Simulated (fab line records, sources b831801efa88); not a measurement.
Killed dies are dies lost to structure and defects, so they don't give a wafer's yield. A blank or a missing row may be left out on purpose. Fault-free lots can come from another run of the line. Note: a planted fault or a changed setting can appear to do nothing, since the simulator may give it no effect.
fab line records -- flow sky130
record lots=13, wafers=39, last-day=50
route steps=708 shown VT_ADJUST_NCORE@123 VIA2@527 METAL3@535
lots untouched by any fault: they come from a run of this same line in which no faults occurred
start-h: hours from the record's opening day to when the first of the lot's shown wafers began -- wait-h: hours from the lot's prior step to this one -- " unchanged from the row above -- L1.1+2: one row covering several wafers at once -- - either no value or no given start -- * or withheld: withheld -- < > ~ a bound
route shown NAME@n: a module of which the file shows steps, and the number in the route of the first -- usual: average and standard deviation across the fault-free wafers -- same: alike in all rows -- chamber/n: place in a boat -- sites: each site's reading -- _std_site: the values' standard deviation -- _edge_site: mean of outer sites minus mean of inner sites -- radius-mm: for every site, how far away it sits from the centre of the wafer -- mask NAME#n: copy n -- behind: the last tool/chamber to shape the wafer -- hold: reason for holding the lot/hours on hold/outcome of the hold -- device: which transistor (n, p or np) failed to switch -- end of line: tests run on the same wafers once the route is complete -- step lacking rows: just its recipe -- killed: not the wafer's yield, but the dies lost to structure and defects at the first sort -- map: per-die view of a wafer (x killed, . not killed, _ where there is no die)
set.NAME: the setting the step ran with; set.NAME@STEP: the setting that earlier step ran with -- model.NAME: the simulator's own value behind a step, which no gauge read
one table for each step of the route and one row for each wafer, over a sample of lots
services: from which hour (start-h, from the record's first day; less than 0 if before it) a tool's chamber was out of use, for how many hours, and why
## steps
# step SKY_VT_ADJUST_NCORE_EXPOSE_04
# recipe mask-id=LVTN_COMPLEMENT_THIN, na=0.6, source-shape=conventional, sigma-outer=0.6, polarization=unpolarized, target-cd-nm=380, dose-mj=139
# same sigma-outer=0.6
lot.wafer,tool,chamber,start-h,wait-h,mask
L570.2+3+6,iline-stepper-01,0,171.53,-,LVTN_COMPLEMENT_THIN#0
L571.1+5+6,iline-stepper-02,0,176.97,-,LVTN_COMPLEMENT_THIN#0
L572.1+4+5,iline-stepper-01,0,184.11,-,LVTN_COMPLEMENT_THIN#0
L576.1+3+6,iline-stepper-01,0,209.79,-,LVTN_COMPLEMENT_THIN#0
L577.3+4+5,iline-stepper-01,0,218.10,-,LVTN_COMPLEMENT_THIN#0
L579.1+2+3,iline-stepper-02,0,230.09,-,LVTN_COMPLEMENT_THIN#0
L578.1+3+6,iline-stepper-02,0,231.18,-,LVTN_COMPLEMENT_THIN#0
L584.1+2+3,iline-stepper-02,0,264.80,-,LVTN_COMPLEMENT_THIN#0
L586.2+3+4,iline-stepper-02,0,280.96,-,LVTN_COMPLEMENT_THIN#0
L587.1+4+6,iline-stepper-01,0,291.19,-,LVTN_COMPLEMENT_THIN#0
L589.1+2+3,iline-stepper-01,0,301.70,-,LVTN_COMPLEMENT_THIN#0
L590.4+5+6,iline-stepper-01,0,311.39,-,LVTN_COMPLEMENT_THIN#0
L592.2+4+5,iline-stepper-01,0,322.72,-,LVTN_COMPLEMENT_THIN#0
# step SKY_VT_ADJUST_NCORE_OVL_MEAS_08
# usual VT_ADJUST_NCORE_OVL=0.1/1.3
lot.wafer,tool,chamber,start-h,wait-h,VT_ADJUST_NCORE_OVL[nm]
L570.2,overlay-02,-,180.79,0.1,-1.5
L570.3,overlay-02,-,180.79,0.1,-1.6
L570.6,overlay-02,-,180.79,0.1,-0.7
L571.1,overlay-02,-,186.73,0.1,-0.3
L571.5,overlay-02,-,186.73,0.1,1.0
L571.6,overlay-02,-,186.73,0.1,1.5
L572.1,overlay-01,-,194.51,0.1,-1.7
L572.4,overlay-01,-,194.51,0.1,-1.1
L572.5,overlay-01,-,194.51,0.1,0.7
L576.1,overlay-02,-,221.28,0.1,0.4
L576.3,overlay-02,-,221.28,0.1,0.3
L576.6,overlay-02,-,221.28,0.1,1.2
L577.3,overlay-01,-,228.77,0.1,1.9
L577.4,overlay-01,-,228.77,0.1,3.5
L577.5,overlay-01,-,228.77,0.1,0.9
L579.1,overlay-01,-,240.80,0.1,-1.5
L579.2,overlay-01,-,240.80,0.1,-4.0
L579.3,overlay-01,-,240.80,0.1,-3.7
L578.1,overlay-02,-,241.96,0.1,2.2
L578.3,overlay-02,-,241.96,0.1,1.3
L578.6,overlay-02,-,241.96,0.1,2.9
L584.1,overlay-01,-,276.26,0.1,153.1
L584.2,overlay-01,-,276.26,0.1,152.8
L584.3,overlay-01,-,276.26,0.1,153.2
L586.2,overlay-01,-,293.34,0.1,153.9
L586.3,overlay-01,-,293.34,0.1,153.2
L586.4,overlay-01,-,293.34,0.1,154.1
L587.1,overlay-01,-,303.60,0.1,-0.1
L587.4,overlay-01,-,303.60,0.1,1.7
L587.6,overlay-01,-,303.60,0.1,-0.1
L589.1,overlay-01,-,314.45,0.1,-0.5
L589.2,overlay-01,-,314.45,0.1,-1.7
L589.3,overlay-01,-,314.45,0.1,-1.6
L590.4,overlay-01,-,324.92,0.1,-2.1
L590.5,overlay-01,-,324.92,0.1,-2.2
L590.6,overlay-01,-,324.92,0.1,-2.5
L592.2,overlay-02,-,335.72,0.1,0.5
L592.4,overlay-02,-,335.72,0.1,-0.9
L592.5,overlay-02,-,335.72,0.1,0.8
# step SKY_VIA2_SPUTTER_20
# recipe material=TiN, target-thk-nm=20, chamber-pressure-pa=5, power-w=4000, time-s=80
# usual throttle-valve-pct=30.3/1.3
lot.wafer,tool,chamber,start-h,wait-h,throttle-valve-pct
L570.2,pvd-sputter-03,-,839.99,0.0,30.8
L570.3,pvd-sputter-03,-,839.99,0.0,30.4
L570.6,pvd-sputter-03,-,839.99,0.0,30.3
L571.1,pvd-sputter-01,-,854.76,0.0,29.9
L571.5,pvd-sputter-01,-,854.76,0.0,31.8
L571.6,pvd-sputter-01,-,854.76,0.0,29.9
L572.1,pvd-sputter-03,-,859.25,0.0,30.4
L572.4,pvd-sputter-03,-,859.25,0.0,29.7
L572.5,pvd-sputter-03,-,859.25,0.0,30.1
L576.1,pvd-sputter-03,-,886.80,0.0,30.4
L576.3,pvd-sputter-03,-,886.80,0.0,30.9
L576.6,pvd-sputter-03,-,886.80,0.0,30.2
L577.3,pvd-sputter-03,-,896.81,0.0,30.5
L577.4,pvd-sputter-03,-,896.81,0.0,30.6
L577.5,pvd-sputter-03,-,896.81,0.0,31.1
L578.1,pvd-sputter-01,-,914.17,0.0,27.7
L578.3,pvd-sputter-01,-,914.17,0.0,31.2
L578.6,pvd-sputter-01,-,914.17,0.0,31.4
L579.1,pvd-sputter-02,-,914.69,0.0,27.7
L579.2,pvd-sputter-02,-,914.69,0.0,30.7
L579.3,pvd-sputter-02,-,914.69,0.0,31.6
L584.1,pvd-sputter-03,-,949.68,0.0,30.9
L584.2,pvd-sputter-03,-,949.68,0.0,30.3
L584.3,pvd-sputter-03,-,949.68,0.0,29.8
L586.2,pvd-sputter-02,-,970.49,0.0,29.0
L586.3,pvd-sputter-02,-,970.49,0.0,27.7
L586.4,pvd-sputter-02,-,970.49,0.0,30.3
L587.1,pvd-sputter-02,-,979.50,0.0,31.5
L587.4,pvd-sputter-02,-,979.50,0.0,29.1
L587.6,pvd-sputter-02,-,979.50,0.0,31.6
L589.1,pvd-sputter-03,-,982.49,0.0,30.3
L589.2,pvd-sputter-03,-,982.49,0.0,31.0
L589.3,pvd-sputter-03,-,982.49,0.0,29.9
L590.4,pvd-sputter-03,-,994.31,0.0,30.9
L590.5,pvd-sputter-03,-,994.31,0.0,29.7
L590.6,pvd-sputter-03,-,994.31,0.0,30.3
L592.2,pvd-sputter-02,-,1011.38,0.0,30.6
L592.4,pvd-sputter-02,-,1011.38,0.0,31.7
L592.5,pvd-sputter-02,-,1011.38,0.0,31.5
# step SKY_VIA2_CMP_24
# recipe stop-on=SiO2, t-overpolish-s=20, down-force-psi=3.5, platen-rpm=60, target-thk-nm=0, pad-velocity-m-s=0.94248
# usual head-pressure-psi=3.499/0.0074, motor-current-A=11.0/1.3, overpolish-run-s=20.000/0.01, time-to-endpoint-s=100.5/3
lot.wafer,tool,chamber,start-h,wait-h,head-pressure-psi,motor-current-A,overpolish-run-s,time-to-endpoint-s
L570.2,cmp-02,1,840.42,0.1,3.510,10.4,19.999,105.1
L570.3,cmp-02,2,840.42,0.1,3.497,9.4,20.014,100.6
L570.6,cmp-02,0,840.42,0.1,3.497,10.8,19.973,104.9
L571.1,cmp-02,1,855.13,0.1,3.490,9.8,20.008,98.6
L571.6,cmp-02,1,855.13,0.1,3.491,10.0,20.010,96.9
L571.5,cmp-02,2,855.13,0.1,3.498,9.1,19.997,97.0
L572.1,cmp-02,3,859.62,0.1,3.509,12.7,19.992,103.0
L572.4,cmp-02,0,859.62,0.1,3.504,11.2,20.000,105.9
L572.5,cmp-02,3,859.62,0.1,3.500,13.0,20.010,101.8
L576.1,cmp-02,1,887.18,0.1,3.500,10.2,20.007,100.8
L576.3,cmp-02,3,887.18,0.1,3.513,12.6,20.001,100.5
L576.6,cmp-02,2,887.18,0.1,3.493,9.1,20.005,99.8
L577.4,cmp-01,0,897.28,0.1,3.515,11.8,20.014,98.6
L577.3,cmp-01,1,897.28,0.1,3.501,11.5,19.995,99.2
L577.5,cmp-01,2,897.28,0.1,3.488,10.8,20.000,99.8
L578.1,cmp-02,2,914.54,0.1,3.489,9.2,20.018,96.2
L578.3,cmp-02,0,914.54,0.1,3.497,10.5,19.995,105.1
L578.6,cmp-02,3,914.54,0.1,3.494,13.0,20.017,100.0
L579.2,cmp-02,1,915.22,0.2,3.499,9.8,20.003,100.7
L579.1,cmp-02,3,915.22,0.2,3.496,13.6,19.991,97.2
L579.3,cmp-02,0,915.22,0.2,3.496,10.5,19.980,99.8
L584.2,cmp-01,0,950.05,0.0,3.502,11.6,20.002,98.0
L584.1,cmp-01,1,950.05,0.0,3.490,12.8,20.001,95.6
L584.3,cmp-01,3,950.05,0.0,3.513,9.6,19.998,96.5
L586.4,cmp-02,2,970.86,0.0,3.500,8.9,19.999,106.6
L586.2,cmp-02,3,970.86,0.0,3.502,14.1,19.993,103.7
L586.3,cmp-02,0,970.86,0.0,3.499,10.8,19.993,107.0
L587.1,cmp-02,0,979.92,0.1,3.492,10.8,19.999,99.4
L587.4,cmp-02,2,979.92,0.1,3.496,9.4,19.979,99.0
L587.6,cmp-02,0,979.92,0.1,3.493,11.0,19.977,102.1
L589.3,cmp-01,3,982.86,0.0,3.491,10.2,20.004,96.9
L589.1,cmp-01,0,982.86,0.0,3.496,11.6,20.005,97.0
L589.2,cmp-01,2,982.86,0.0,3.496,10.8,20.003,93.2
L590.4,cmp-01,1,994.79,0.1,3.490,13.1,20.002,100.2
L590.6,cmp-01,3,994.79,0.1,3.499,9.9,19.996,97.7
L590.5,cmp-01,0,994.79,0.1,3.511,12.2,19.985,96.8
L592.4,cmp-02,2,1011.80,0.1,3.503,9.2,19.993,101.7
L592.2,cmp-02,0,1011.80,0.1,3.492,10.3,19.999,105.3
L592.5,cmp-02,1,1011.80,0.1,3.487,10.0,20.006,102.3
# step SKY_METAL3_SPUTTER_03
# recipe material=Ti, target-thk-nm=5, power-w=3000, time-s=3.3, chamber-pressure-pa=0.4
# usual throttle-valve-pct=29.9/1.2
lot.wafer,tool,chamber,start-h,wait-h,throttle-valve-pct
L570.2,pvd-sputter-02,-,840.77,0.0,31.5
L570.3,pvd-sputter-02,-,840.77,0.0,27.7
L570.6,pvd-sputter-02,-,840.77,0.0,30.9
L571.1,pvd-sputter-02,-,855.51,0.0,27.7
L571.5,pvd-sputter-02,-,855.51,0.0,29.6
L571.6,pvd-sputter-02,-,855.51,0.0,27.7
L572.1,pvd-sputter-02,-,860.01,0.0,29.2
L572.4,pvd-sputter-02,-,860.01,0.0,30.7
L572.5,pvd-sputter-02,-,860.01,0.0,27.9
L576.1,pvd-sputter-02,-,887.56,0.0,29.4
L576.3,pvd-sputter-02,-,887.56,0.0,27.8
L576.6,pvd-sputter-02,-,887.56,0.0,31.3
L577.3,pvd-sputter-01,-,897.57,0.0,27.7
L577.4,pvd-sputter-01,-,897.57,0.0,32.2
L577.5,pvd-sputter-01,-,897.57,0.0,29.9
L578.1,pvd-sputter-04,-,914.93,0.0,29.5
L578.3,pvd-sputter-04,-,914.93,0.0,29.5
L578.6,pvd-sputter-04,-,914.93,0.0,29.7
L579.1,pvd-sputter-02,-,915.60,0.0,29.0
L579.2,pvd-sputter-02,-,915.60,0.0,30.6
L579.3,pvd-sputter-02,-,915.60,0.0,27.6
L584.1,pvd-sputter-01,-,950.44,0.0,31.5
L584.2,pvd-sputter-01,-,950.44,0.0,32.1
L584.3,pvd-sputter-01,-,950.44,0.0,29.9
L586.2,pvd-sputter-04,-,971.25,0.0,30.6
L586.3,pvd-sputter-04,-,971.25,0.0,29.9
L586.4,pvd-sputter-04,-,971.25,0.0,30.4
L587.1,pvd-sputter-04,-,980.26,0.0,29.5
L587.4,pvd-sputter-04,-,980.26,0.0,30.3
L587.6,pvd-sputter-04,-,980.26,0.0,29.7
L589.1,pvd-sputter-04,-,983.25,0.0,29.5
L589.2,pvd-sputter-04,-,983.25,0.0,30.3
L589.3,pvd-sputter-04,-,983.25,0.0,30.2
L590.4,pvd-sputter-04,-,995.07,0.0,30.7
L590.5,pvd-sputter-04,-,995.07,0.0,29.6
L590.6,pvd-sputter-04,-,995.07,0.0,30.7
L592.2,pvd-sputter-04,-,1012.14,0.0,30.5
L592.4,pvd-sputter-04,-,1012.14,0.0,29.4
L592.5,pvd-sputter-04,-,1012.14,0.0,30.4
## services
tool,chamber,start-h,hours,kind
cmp-02,-,159.09,0.7,repair
cmp-02,-,204.52,1.5,repair
cmp-02,-,281.62,0.8,repair
cmp-02,-,317.13,4.4,pm
cmp-02,-,330.11,9.0,pm
pvd-sputter-02,-,333.99,13.5,repair
cmp-02,-,400.20,21.3,pm
cmp-02,-,421.47,4.0,pm
cmp-02,-,423.92,0.9,repair
cmp-02,-,432.15,0.2,repair
pvd-sputter-02,-,437.01,6.7,repair
cmp-02,-,499.71,1.6,repair
cmp-02,-,612.63,0.5,repair
cmp-02,-,627.83,0.3,repair
cmp-02,-,685.74,1.3,repair
cmp-02,-,687.06,5.2,pm
cmp-02,-,700.68,1.0,repair
pvd-sputter-02,-,718.91,5.3,repair
pvd-sputter-02,-,751.22,4.7,repair
cmp-02,-,758.04,1.6,repair
cmp-02,-,761.58,4.0,pm
cmp-02,-,856.66,0.4,repair
cmp-02,-,893.60,2.6,repair
pvd-sputter-02,-,903.76,0.9,repair
## key
first-sign step=SKY_VT_ADJUST_NCORE_OVL_MEAS_08, reading=VT_ADJUST_NCORE_OVL, direction=up, sigmas=99+, usual=0.1, struck=153.4
effect none on later readings
met-at SKY_VT_ADJUST_NCORE_EXPOSE_04
struck-lots L584,L586
tester-left-out L584,L586
not-acting-at SKY_VIA2_SPUTTER_20,SKY_VIA2_CMP_24,SKY_METAL3_SPUTTER_03
onset-between 231.18 264.80
fault kind=scanner-matching-overlay, tool=iline-stepper-02, chamber=-, onset-h=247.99, steps=SKY_VT_ADJUST_NCORE_EXPOSE_04, offset=153.14
# tester-left-out: of these lots the tester's yield and bins aren't shown, on N5 and GAA mostly nor the transistor test; their killed dies are dies lost to structure and defects alone, not to doping, threshold or leakage, so they don't give the yield
